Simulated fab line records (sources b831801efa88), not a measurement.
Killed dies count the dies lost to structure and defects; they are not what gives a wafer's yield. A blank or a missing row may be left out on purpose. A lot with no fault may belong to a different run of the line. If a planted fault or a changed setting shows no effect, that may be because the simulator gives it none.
Which of the tools did it? | flow gf180mcu | Sampling: 6 lots, 18 wafers, 2 of 602 route steps

WHAT EACH GAUGE READ, for each wafer
GF_M5_OVL_MEAS_08.
lot  | measured     | on         | M5_OVL (nm)
L397 | day 26 19:16 | overlay-01 | -8 -6 -13
L402 | day 28 06:41 | overlay-02 | 0 -4 2
L405 | day 29 03:34 | overlay-02 | 4 8 1
L412 | day 31 03:46 | overlay-01 | -3 0 -1
L414 | day 31 16:03 | overlay-01 | 1 -10 -6
L416 | day 32 05:57 | overlay-02 | -1 -12 -9

EACH LOT AND THE TOOL THAT RAN IT (in order: tool; ch and the chambers of the sampled wafers; start)
lot  | GF_MIM_SPUTTER_01
L397 | pvdSputter-01, day 25 00:28
L402 | pvdSputter-04, day 26 13:47
L405 | pvdSputter-01, day 27 11:05
L412 | pvdSputter-03, day 29 14:28
L414 | pvdSputter-01, day 30 03:43
L416 | pvdSputter-03, day 30 18:36
- GF_MIM_SPUTTER_01: material TiN, target thk 30 nm, time 25 s.

THE ANSWER, worked out from the rows above alone
Rule: the lots themselves supply what counts as usual. The widest of any qualifying gaps counts: lots, ordered by their means at a reading, are off when they make up no more than a third of the lots, leave a main group of 4 or more, and stand apart from it by 3 or more times the standard deviation of that group's means. A main group is skipped when, at the precision printed for the reading in the tables above, its means are all equal. A lot without any number at a reading at which 4 lots or more have one is off too. Any other lot the step has rows for is counted as sound.
Nothing can be told from this: no lot is off at any reading shown.

WHAT THE SIMULATOR HAD PUT IN
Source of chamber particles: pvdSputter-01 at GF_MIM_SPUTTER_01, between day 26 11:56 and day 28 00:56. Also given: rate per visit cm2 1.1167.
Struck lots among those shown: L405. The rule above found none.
